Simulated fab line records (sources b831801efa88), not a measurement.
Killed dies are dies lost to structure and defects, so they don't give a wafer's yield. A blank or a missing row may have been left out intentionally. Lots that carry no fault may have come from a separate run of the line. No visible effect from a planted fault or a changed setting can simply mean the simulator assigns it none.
Matching of chambers || flow gf180mcu || GF_CONTACT_CMP_04 on cmp-02: 4 sister chambers
The step polishes SiO2. 16 wafers are shown with their chamber, then 8 later ones without.

## WAFERS PAIRED WITH THEIR CHAMBERS
{"wafer": "L645.2", "chamber": 1, "motor_current_A (A)": 9.5, "time_to_endpoint_s (s)": 106}
{"wafer": "L645.3", "chamber": 2, "motor_current_A (A)": 14.3, "time_to_endpoint_s (s)": 102}
{"wafer": "L645.5", "chamber": 1, "motor_current_A (A)": 9.8, "time_to_endpoint_s (s)": 113}
{"wafer": "L646.1", "chamber": 0, "motor_current_A (A)": 11.0, "time_to_endpoint_s (s)": 98}
{"wafer": "L646.3", "chamber": 3, "motor_current_A (A)": 12.5, "time_to_endpoint_s (s)": 101}
{"wafer": "L646.5", "chamber": 1, "motor_current_A (A)": 9.9, "time_to_endpoint_s (s)": 109}
{"wafer": "L647.1", "chamber": 2, "motor_current_A (A)": 14.1, "time_to_endpoint_s (s)": 103}
{"wafer": "L647.5", "chamber": 3, "motor_current_A (A)": 12.9, "time_to_endpoint_s (s)": 111}
{"wafer": "L647.6", "chamber": 0, "motor_current_A (A)": 10.6, "time_to_endpoint_s (s)": 113}
{"wafer": "L648.2", "chamber": 0, "motor_current_A (A)": 11.1, "time_to_endpoint_s (s)": 113}
{"wafer": "L648.3", "chamber": 2, "motor_current_A (A)": 14.1, "time_to_endpoint_s (s)": 111}
{"wafer": "L648.5", "chamber": 0, "motor_current_A (A)": 10.9, "time_to_endpoint_s (s)": 115}
{"wafer": "L651.1", "chamber": 3, "motor_current_A (A)": 13.1, "time_to_endpoint_s (s)": 105}
{"wafer": "L651.2", "chamber": 1, "motor_current_A (A)": 10.1, "time_to_endpoint_s (s)": 115}
{"wafer": "L651.5", "chamber": 3, "motor_current_A (A)": 13.3, "time_to_endpoint_s (s)": 112}
{"wafer": "L661.2", "chamber": 2, "motor_current_A (A)": 14.6, "time_to_endpoint_s (s)": 102}

SIGNATURES (means of the wafers above)
{"reading": "motor_current_A", "chamber 0": 10.900, "chamber 1": 9.825, "chamber 2": 14.275, "chamber 3": 12.950, "scatter within a chamber": 0.265}
{"reading": "time_to_endpoint_s", "chamber 0": 109.75, "chamber 1": 110.75, "chamber 2": 104.50, "chamber 3": 107.25, "scatter within a chamber": 5.58}
Rule: for each reading, subtract the chamber's mean from the wafer's reading, divide by that reading's scatter and square the result; add these up over the readings and take the root, which gives the wafer's distance from the chamber. The wafer belongs to the nearest chamber; if the next one is less than 2 further off, it can't be placed. The scatter: the root of (the sum of the squares of (reading less its chamber's mean) over the shown wafers, divided by (wafers less chambers)).

## WAFERS WITHOUT THEIR CHAMBER
{"wafer": "L661.4", "motor_current_A (A)": 11.6, "time_to_endpoint_s (s)": 111}
{"wafer": "L661.6", "motor_current_A (A)": 9.8, "time_to_endpoint_s (s)": 117}
{"wafer": "L663.1", "motor_current_A (A)": 10.9, "time_to_endpoint_s (s)": 103}
{"wafer": "L663.2", "motor_current_A (A)": 13.3, "time_to_endpoint_s (s)": 111}
{"wafer": "L663.6", "motor_current_A (A)": 14.4, "time_to_endpoint_s (s)": 113}
{"wafer": "L666.3", "motor_current_A (A)": 9.9, "time_to_endpoint_s (s)": 114}
{"wafer": "L666.4", "motor_current_A (A)": 14.4, "time_to_endpoint_s (s)": 118}
{"wafer": "L666.5", "motor_current_A (A)": 11.1, "time_to_endpoint_s (s)": 123}

## EACH ONE'S CHAMBER
{"wafer": "L661.4", "from the rows above": 0, "in truth": 0}
{"wafer": "L661.6", "from the rows above": 1, "in truth": 1}
{"wafer": "L663.1", "from the rows above": 0, "in truth": 0}
{"wafer": "L663.2", "from the rows above": 3, "in truth": 3}
{"wafer": "L663.6", "from the rows above": 2, "in truth": 2}
{"wafer": "L666.3", "from the rows above": 1, "in truth": 1}
{"wafer": "L666.4", "from the rows above": 2, "in truth": 2}
{"wafer": "L666.5", "from the rows above": 0, "in truth": 0}
8 of 8 placed correctly. From these rows, 0 cannot be placed. 0 placed wrongly.
